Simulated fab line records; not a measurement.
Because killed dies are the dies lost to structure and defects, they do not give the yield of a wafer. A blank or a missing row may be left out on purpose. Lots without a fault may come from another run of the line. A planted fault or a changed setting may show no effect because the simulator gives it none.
2 desks, one fault + flow sky130 + each desk holds nothing but its own numbers, with what lay behind them at the end

== AT THE METROLOGY DESK ==
What the gauges read for every lot (on any tool): the sampled wafers with a number, averaged. Any lot whose mean is over 4 standard deviations away from the usual mean is out of limits and marked OUT; that distance is given in the brackets.
Columns: A = VIA1_W_RS at SKY_VIA1_RS_MEAS_22, usual 0.427 ohm/sq; B = VIA1_W_THK at SKY_VIA1_THK_MEAS_23, usual 276 nm
| lot  | first seen here | A     | B   |
|------|-----------------|-------|-----|
| L125 | day 34 07:54    | 0.427 | 274 |
| L127 | day 35 03:17    | 0.431 | 275 |
| L131 | day 36 02:15    | 0.429 | 276 |
| L132 | day 36 20:38    | 0.433 | 274 |
| L143 | day 39 18:54    | 0.427 | 277 |
| L147 | day 40 18:59    | 0.429 | 273 |
This desk's verdict: no lot among the 6 shows anything out of limits.

== DESK OF THE TOOL OWNER: pvd_sputter-01 ==
The tool's own readings at SKY_METAL2_SPUTTER_02 (material AlCu, target thk 250 nm, time 13.3 s): means of the sampled wafers that have a number, for each lot that ran on this tool. Any lot whose mean is over 4 standard deviations away from the usual mean is out of limits and marked OUT; that distance is given in the brackets.
Columns: A = chamber_pressure_pa at SKY_METAL2_SPUTTER_02, usual 0.4000 Pa; B = throttle_valve_pct at SKY_METAL2_SPUTTER_02, usual 30.1 %
| lot  | first seen here | A                | B    |
|------|-----------------|------------------|------|
| L125 | day 34 08:25    | 0.4000           | 29.8 |
| L127 | day 35 03:54    | 0.4007           | 31.2 |
| L131 | day 36 02:47    | 0.3742 (-30) OUT | 30.9 |
| L132 | day 36 21:08    | 0.3741 (-30) OUT | 30.1 |
This desk finds L131, L132 out of limits, L131 being first, at day 36 02:47 (chamber_pressure_pa at SKY_METAL2_SPUTTER_02). Within limits: L125, L127.

== ALL TOGETHER ==
The tool owner's desk had the chance to raise an alarm at day 36 02:47 on L131, L132.
At the metrology desk, nothing out of limits was observed.
The metrology desk holds a record of L131, L132, inside its limits.
The lots listed all ran SKY_METAL2_SPUTTER_02 on pvd_sputter-01.

== WHAT THE SIMULATOR HAD PUT IN ==
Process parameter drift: pvd_sputter-01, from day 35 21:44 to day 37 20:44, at SKY_METAL2_SPUTTER_02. Setting chamber_pressure_pa, moved by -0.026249, from 0.4. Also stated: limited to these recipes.
Shown lots that were struck: L131, L132.
Delay in hours, fault start to first out-of-limits reading, by desk: the tool owner's desk at 5.
